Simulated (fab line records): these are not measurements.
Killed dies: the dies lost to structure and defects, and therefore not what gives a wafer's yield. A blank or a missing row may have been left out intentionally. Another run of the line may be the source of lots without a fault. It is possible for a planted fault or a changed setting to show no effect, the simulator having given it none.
Split-lot trial | flow sky130 | 27 wafers read across 5 lots, on a route 708 steps long

SPLIT DETAILS
At SKY_METAL4_SPUTTER_01 (material TiN, target thk 20 nm, time 16.7 s), the setting time s was moved away from the recipe's 16.7 s on 9 of the 27 wafers read, by +15.9% to +38.4%. This setting was run at the recipe's value on the other wafers.

The split's own step is where the reading is taken.

THE READING
TiN_of_METAL4_SPUTTER_01.thk nm (the simulator's own value, which no gauge read), in nm, at SKY_METAL4_SPUTTER_01 (material TiN, target thk 20 nm, time 16.7 s). The file does not state a usual value for it. Across the 18 wafers here that went through the recipe, the average is 19.90 nm and the standard deviation 0.15 nm.

wafer  | tool, chamber at the split | time s as run, s | against the recipe | TiN_of_METAL4_SPUTTER_01.thk nm, nm | against lot-mates on the recipe
L074.1 | pvd sputter-04, -          | 16.7             | recipe             | 19.85                               | -
L074.2 | pvd sputter-04, -          | 16.7             | recipe             | 19.83                               | -
L074.3 | pvd sputter-04, -          | 16.7             | recipe             | 19.81                               | -
L074.4 | pvd sputter-04, -          | 16.7             | recipe             | 19.9                                | -
L074.5 | pvd sputter-04, -          | 16.7             | recipe             | 19.67                               | -
L074.6 | pvd sputter-04, -          | 16.7             | recipe             | 19.99                               | -
L076.1 | pvd sputter-04, -          | 16.7             | recipe             | 19.6                                | -
L076.2 | pvd sputter-04, -          | 16.7             | recipe             | 19.88                               | -
L076.3 | pvd sputter-04, -          | 16.7             | recipe             | 19.81                               | -
L076.4 | pvd sputter-04, -          | 23.12            | +38.4%             | 27.52                               | +7.76
L076.5 | pvd sputter-04, -          | 23.12            | +38.4%             | 27.38                               | +7.62
L076.6 | pvd sputter-04, -          | 23.12            | +38.4%             | 27.76                               | +8.00
L079.1 | pvd sputter-01, -          | 16.7             | recipe             | 19.79                               | -
L079.2 | pvd sputter-01, -          | 16.7             | recipe             | 19.91                               | -
L079.3 | pvd sputter-01, -          | 16.7             | recipe             | 20.16                               | -
L083.1 | pvd sputter-04, -          | 16.7             | recipe             | 20.05                               | -
L083.2 | pvd sputter-04, -          | 22.53            | +34.9%             | 26.61                               | +6.69
L083.3 | pvd sputter-04, -          | 16.7             | recipe             | 19.93                               | -
L083.4 | pvd sputter-04, -          | 22.53            | +34.9%             | 26.58                               | +6.66
L083.5 | pvd sputter-04, -          | 22.53            | +34.9%             | 26.98                               | +7.06
L083.6 | pvd sputter-04, -          | 16.7             | recipe             | 19.79                               | -
L085.1 | pvd sputter-01, -          | 19.36            | +15.9%             | 23.04                               | +2.98
L085.2 | pvd sputter-01, -          | 16.7             | recipe             | 20.19                               | -
L085.3 | pvd sputter-01, -          | 16.7             | recipe             | 20.05                               | -
L085.4 | pvd sputter-01, -          | 16.7             | recipe             | 19.94                               | -
L085.5 | pvd sputter-01, -          | 19.36            | +15.9%             | 23.29                               | +3.23
L085.6 | pvd sputter-01, -          | 19.36            | +15.9%             | 23.06                               | +3.00

FIT RESULTS
A straight line over all 27 wafers: TiN_of_METAL4_SPUTTER_01.thk nm changes by +0.198 nm for each +1% of time s; r = +1.00; the points scatter about the line by 0.16 nm.
The same after taking each lot's own level away (the mean of its wafers on the recipe; 27 wafers): +0.199 nm for each +1%; r = +1.00; scatter 0.15 nm.
That fit puts the effect of the largest move of time s on the reading at 7.6 nm.
The lots' own levels span 19.763 to 20.060 nm, that is 2.0 times the standard deviation above.
Hence the lot-to-lot level has little effect on the slope; both slopes agree.
Check: +7.61 nm against its lot-mates is what the line predicts for one of the wafers moved furthest among these (+38.4%) when that wafer is left out of the fit. It came out at +7.76 nm against them.

THESE WAFERS: OTHER SPLITS
Before the reading, these wafers also passed through other splits. Each is held against what the fit with the lots' levels taken away leaves over:
other split on the same wafers        | wafers away from the commonest value | r with TiN_of_METAL4_SPUTTER_01.thk nm (lot level and that fit taken away)
SKY_CONTACT_DEVELOP_13 develop time s | 12                                   | -0.16
SKY_METAL2_SPUTTER_00 time s          | 9                                    | -0.10
SKY_METAL2_METAL_ETCH_19 time s       | 9                                    | +0.07

THE FILE'S OWN FIT
TiN_of_METAL4_SPUTTER_01.thk nm changes by +0.199 nm for each +1% of time s, r = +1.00.
